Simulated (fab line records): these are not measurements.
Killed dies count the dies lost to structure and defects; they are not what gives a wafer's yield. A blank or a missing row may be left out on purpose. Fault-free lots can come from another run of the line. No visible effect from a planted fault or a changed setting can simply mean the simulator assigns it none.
Which tool did it? | flow gf180mcu | 13 lots, 39 wafers sampled, at 4 steps of a route of 602

## WHAT THE GAUGES SHOWED, per wafer
GF_M3_THK_MEAS_06: measures by xrf.
lot  | measured     | on            | M3_ALCU_THK (nm)
L394 | day 20 11:35 | film-metro-03 | 459 449 452
L398 | day 22 00:29 | film-metro-01 | 451 445 446
L400 | day 22 14:33 | film-metro-03 | 455 457 460
L401 | day 23 00:47 | film-metro-02 | 451 457 460
L408 | day 25 09:28 | film-metro-02 | 457 451 453
L409 | day 25 19:30 | film-metro-02 | 452 447 446
L410 | day 26 01:51 | film-metro-02 | 441 446 449
L412 | day 26 14:46 | film-metro-02 | 451 459 455
L413 | day 26 20:47 | film-metro-03 | 441 444 447
L414 | day 27 02:01 | film-metro-02 | 450 440 453
L415 | day 27 07:07 | film-metro-02 | 444 437 443
L416 | day 27 14:46 | film-metro-02 | 448 455 444
L417 | day 28 01:37 | film-metro-03 | 447 450 442

GF_M3_OVL_MEAS_15.
lot  | measured     | on         | M3_OVL (nm)
L394 | day 21 11:50 | overlay-02 | 8 6 1
L398 | day 22 23:59 | overlay-02 | -2 -2 -2
L400 | day 23 13:22 | overlay-01 | 0 -13 -4
L401 | day 23 23:17 | overlay-01 | -12 -6 -8
L408 | day 26 06:29 | overlay-01 | 3 0 -1
L409 | day 26 15:56 | overlay-01 | -1 -1 2
L410 | day 26 21:43 | overlay-01 | -4 -5 -4
L412 | day 27 10:47 | overlay-01 | 2 -2 0
L413 | day 27 16:44 | overlay-01 | 5 0 4
L414 | day 27 22:00 | overlay-01 | -10 -7 -9
L415 | day 28 03:14 | overlay-02 | -2 -1 3
L416 | day 28 10:26 | overlay-02 | 3 5 3
L417 | day 28 21:05 | overlay-01 | -5 -10 -10

GF_V3_BOW_MEAS_05.
lot  | measured     | on            | V3_BOW (um)
L394 | day 21 13:05 | film-metro-02 | 107 112 109
L398 | day 23 01:17 | film-metro-02 | 126 130 117
L400 | day 23 14:38 | film-metro-02 | 109 113 104
L401 | day 24 00:35 | film-metro-01 | 111 121 114
L408 | day 26 07:44 | film-metro-02 | 124 105 116
L409 | day 26 17:12 | film-metro-02 | 123 120 118
L410 | day 26 23:02 | film-metro-02 | 132 108 117
L412 | day 27 12:07 | film-metro-02 | 119 105 95
L413 | day 27 18:03 | film-metro-04 | 126 118 115
L414 | day 27 23:22 | film-metro-02 | 127 126 122
L415 | day 28 04:31 | film-metro-04 | 110 108 104
L416 | day 28 11:42 | film-metro-02 | 123 121 116
L417 | day 28 22:20 | film-metro-02 | 125 122 130

## WHAT TOOL EACH LOT RAN ON (gives the tool, then ch and the chambers of the sampled wafers, and finally the start)
lot  | GF_V3_CMP_04
L394 | cmp-02 ch 0,3, day 21 12:49
L398 | cmp-02 ch 0,1,2, day 23 01:02
L400 | cmp-01 ch 0,2,3, day 23 14:20
L401 | cmp-01 ch 0,1,3, day 24 00:20
L408 | cmp-02 ch 2,3, day 26 07:26
L409 | cmp-02 ch 0,1,3, day 26 16:53
L410 | cmp-01 ch 1,2,3, day 26 22:50
L412 | cmp-01 ch 0,1,2, day 27 11:49
L413 | cmp-02 ch 0,2, day 27 17:45
L414 | cmp-02 ch 0,2,3, day 27 23:04
L415 | cmp-01 ch 0,1,3, day 28 04:19
L416 | cmp-02 ch 0,2, day 28 11:26
L417 | cmp-02 ch 0,2,3, day 28 22:07
- GF_V3_CMP_04: polishes SiO2.

## AS READ BY THE TOOLS THEMSELVES (means over the sampled wafers that have a number; for cases with no such wafer, the mark the record gives instead)
GF_V3_CMP_04.
lot  | tool   | motor-current-A (A) | time-to-endpoint-s (s)
L394 | cmp-02 | 12.4                | 86
L398 | cmp-02 | 12.8                | 83
L400 | cmp-01 | 10.7                | 82
L401 | cmp-01 | 11.7                | 74
L408 | cmp-02 | 13.0                | 69
L409 | cmp-02 | 13.3                | 73
L410 | cmp-01 | 12.2                | 74
L412 | cmp-01 | 11.2                | 81
L413 | cmp-02 | 12.7                | 79
L414 | cmp-02 | 12.7                | 80
L415 | cmp-01 | 11.8                | 84
L416 | cmp-02 | 13.0                | 78
L417 | cmp-02 | 12.7                | 83

## THE ANSWER, worked out from the rows above alone
Rule: the lots themselves supply what counts as usual. The widest of any qualifying gaps counts: lots, ordered by their means at a reading, are off when they make up no more than a third of the lots, leave a main group of 4 or more, and stand apart from it by 3 or more times the standard deviation of that group's means. A main group whose means are all the same, to the digits that the tables above print for the reading, isn't used. A lot without any number at a reading at which 4 lots or more have one is off too. Any other lot the step has rows for is counted as sound. The gauges are gone through in route order, then the tools' own readings, and for those a lot's mean is taken as printed above. The first step at which some lot is off is used, and at that step the reading that is off furthest; a lot without a number counts as furthest.
No lot is off at any reading shown: from this, nothing can be told.

## WHAT WAS PUT IN BY THE SIMULATOR
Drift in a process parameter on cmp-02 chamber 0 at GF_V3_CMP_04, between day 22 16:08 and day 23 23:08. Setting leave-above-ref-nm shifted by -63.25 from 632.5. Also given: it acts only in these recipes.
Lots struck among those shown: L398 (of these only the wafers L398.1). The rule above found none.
